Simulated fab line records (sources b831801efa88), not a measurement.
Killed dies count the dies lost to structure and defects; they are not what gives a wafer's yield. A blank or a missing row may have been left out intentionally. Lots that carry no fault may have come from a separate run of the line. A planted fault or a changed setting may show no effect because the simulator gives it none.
Chamber matching + flow gf180mcu + GF_V4_ETCH_16 on rie diel-01: 4 sister chambers
The step etches BARC in N2/H2. 4 wafers are shown with their chamber, then 8 later ones without.

## WAFERS, EACH WITH ITS CHAMBER
| wafer  | chamber | drypump motor current A (A) |
|--------|---------|-----------------------------|
| L076.5 | 3       | 5.6                         |
| L080.1 | 1       | 6.5                         |
| L080.2 | 0       | 5.5                         |
| L093.1 | 2       | 5.9                         |

## WAFERS WITHOUT THEIR CHAMBER
| wafer  | drypump motor current A (A) |
|--------|-----------------------------|
| L093.4 | 6.5                         |
| L093.5 | 5.5                         |
| L094.1 | 6.5                         |
| L094.3 | 5.6                         |
| L094.6 | 5.9                         |
| L097.1 | 5.6                         |
| L097.3 | 6.4                         |
| L097.5 | 5.4                         |

## THE CHAMBER EACH PASSED THROUGH
| wafer  | from the rows above | in truth |
|--------|---------------------|----------|
| L093.4 | 1                   | 1        |
| L093.5 | 0                   | 0        |
| L094.1 | 1                   | 1        |
| L094.3 | 3                   | 3        |
| L094.6 | 2                   | 2        |
| L097.1 | 3                   | 3        |
| L097.3 | 1                   | 1        |
| L097.5 | 0                   | 0        |
Correct placement for 8 of the 8. Not placeable from these rows: 0. 0 placed wrongly.
How it was worked out, from the rows above alone: a wafer's distance from a chamber is the root of the sum, over the readings, of the square of ((its reading less the chamber's mean) divided by the reading's scatter). The wafer belongs to the nearest chamber; if the next one is less than 2 further off, it can't be placed. The mean given for a chamber averages the wafers shown for that chamber. The scatter: root of mean squared gap, hidden wafer to nearest shown wafer, with one shown wafer a chamber.
